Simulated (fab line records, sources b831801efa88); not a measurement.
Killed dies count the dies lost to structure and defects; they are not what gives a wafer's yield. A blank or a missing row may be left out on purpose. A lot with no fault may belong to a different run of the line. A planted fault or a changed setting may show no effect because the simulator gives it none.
One fault seen from 2 desks    flow sky130    numbers are kept per desk, each desk with only its own; the story behind them comes last

## THE TOOL OWNER'S DESK: plasmaAsher-01
The tool's own readings at SKY_LDD_HVN_STRIP_09 (strips in O2/N2): means of the sampled wafers that have a number, for each lot that ran on this tool. The brackets show how far a lot's mean lies from the usual mean; more than 4 standard deviations puts the lot out of limits, marked OUT.
Columns: A = chamberPressureMTorr at SKY_LDD_HVN_STRIP_09, usual 1500.0 mTorr; B = drypumpMotorCurrentA at SKY_LDD_HVN_STRIP_09, usual 5.4 A; C = oesProductAu at SKY_LDD_HVN_STRIP_09, usual 0.409 a.u.; D = stripTimeToEndpointS at SKY_LDD_HVN_STRIP_09, usual 4.130 s
lot   first seen here  A       B    C      D
L529  day 24 03:31     1499.2  5.8  0.408  4.121
L530  day 24 15:58     1500.9  5.8  0.403  4.123
L543  day 28 19:31     1500.1  5.7  0.403  4.132
Result from this desk: across the 3 lots, nothing is out of limits.

## AT THE METROLOGY DESK
Means of the sampled wafers that have a number, per lot and without regard to the tool the lot ran on: this is what the gauges read. The brackets show how far a lot's mean lies from the usual mean; more than 4 standard deviations puts the lot out of limits, marked OUT.
Columns: A = POLY_GATE_TW at SKY_RES_PROTECT_TW_MEAS_08, usual 4049; B = cdNm at SKY_LDD_P_CD_MEAS_07, usual 380.0 nm; C = LDD_HVN_OVL at SKY_LDD_HVN_OVL_MEAS_07, usual -0.9 nm; D = LDD_HVP_TW at SKY_LDD_HVP_TW_MEAS_10, usual 458
lot   first seen here  A     B      C     D
L520  day 15 03:24     4077  379.9  -2.4  455
L521  day 15 11:29     4050  381.6  -2.0  464
L524  day 16 14:23     4012  381.9  -1.1  461
L526  day 17 10:18     4046  379.3  -0.5  465
L527  day 17 15:08     4070  380.3  -0.3  453
L528  day 18 08:56     4033  378.9  -0.4  452
L529  day 18 14:56     4075  377.7  -1.6  462
L530  day 19 05:47     4094  376.0  -0.4  453
L531  day 19 15:14     4088  384.4  0.6   30 (-97) OUT
L532  day 19 22:59     4063  383.0  -0.7  30 (-97) OUT
L540  day 22 06:11     4100  379.2  -1.2  459
L541  day 22 21:54     4030  378.6  -0.6  450
L542  day 23 01:47     4031  384.7  -2.1  457
L543  day 23 18:35     4004  378.0  -1.2  460
This desk finds L531, L532 out of limits, with the earliest case on L531 at day 26 08:16 (LDD_HVP_TW at SKY_LDD_HVP_TW_MEAS_10). Within limits: L520, L521, L524, L526, L527, L528, L529, L530, L540, L541, L542, L543.

## BROUGHT TOGETHER
Metrology desk: alarm possible at day 26 08:16 on L531, L532.
The desk of the tool owner found nothing out of limits.
The tool owner's desk has no number on record for L531, L532.
On plasmaAsher-01, each named lot ran SKY_LDD_HVN_STRIP_09.

## WHAT THE SIMULATOR HAD PUT IN
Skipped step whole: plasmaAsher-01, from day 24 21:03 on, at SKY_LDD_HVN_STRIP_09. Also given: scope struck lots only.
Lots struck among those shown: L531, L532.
Time in hours between the start of the fault and the first out-of-limits reading at each desk: metrology desk, 35.
